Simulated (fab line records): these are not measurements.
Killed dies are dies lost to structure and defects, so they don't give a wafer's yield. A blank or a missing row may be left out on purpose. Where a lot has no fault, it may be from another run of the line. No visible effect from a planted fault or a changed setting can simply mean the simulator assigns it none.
Which tool did it?	flow gf180mcu	6 lots with 18 wafers sampled at 3 steps, on a route of 602 steps

WHAT THE GAUGES SHOWED, per wafer
GF_VT_IMPLANT_OVL_MEAS_18.
lot	measured	on	VT_IMPLANT_01_OVL (nm)
L476	day 6 16:44	overlay-01	-1.4 -1.4 -1.8
L479	day 7 08:55	overlay-01	0.7 -0.6 0.5
L481	day 8 08:14	overlay-02	0.2 0.8 -1.0
L489	day 10 02:29	overlay-02	-1.4 -0.9 -0.9
L494	day 11 19:56	overlay-02	1.1 -0.6 -2.6
L496	day 12 04:16	overlay-01	0.2 0.4 -1.5

EACH LOT AND THE TOOL THAT RAN IT (in order: tool; ch and the chambers of the sampled wafers; start)
lot	GF_NWELL_STRIP_10	GF_LVPWELL_EXPOSE_04
L476	plasma-asher-02 ch 0,1, day 3 19:49	iline-stepper-01 ch 0, day 4 02:07
L479	plasma-asher-02 ch 0,1, day 4 08:53	iline-stepper-02 ch 0, day 4 15:16
L481	plasma-asher-04 ch 0,1, day 5 05:58	iline-stepper-01 ch 0, day 5 13:23
L489	plasma-asher-03 ch 0,1, day 6 17:29	iline-stepper-01 ch 0, day 7 00:44
L494	plasma-asher-02 ch 0,1, day 8 03:19	iline-stepper-02 ch 0, day 8 11:26
L496	plasma-asher-02 ch 0,1, day 8 11:56	iline-stepper-01 ch 0, day 8 20:00
- GF_NWELL_STRIP_10: strips in O2/N2.
- GF_LVPWELL_EXPOSE_04: exposes mask LVPWELL, target cd 600 nm.

THE ANSWER, worked out from the rows above alone
Rule: usual is defined by the lots themselves. The widest of any qualifying gaps counts: lots, ordered by their means at a reading, are off when they make up no more than a third of the lots, leave a main group of 4 or more, and stand apart from it by 3 or more times the standard deviation of that group's means. If all means in a main group match to the digits the tables above print for the reading, that group is not used. A lot without any number at a reading at which 4 lots or more have one is off too. The other lots that the step has rows for count as sound.
Nothing can be told from this: no lot is off at any reading shown.

WHAT THE SIMULATOR PUT IN
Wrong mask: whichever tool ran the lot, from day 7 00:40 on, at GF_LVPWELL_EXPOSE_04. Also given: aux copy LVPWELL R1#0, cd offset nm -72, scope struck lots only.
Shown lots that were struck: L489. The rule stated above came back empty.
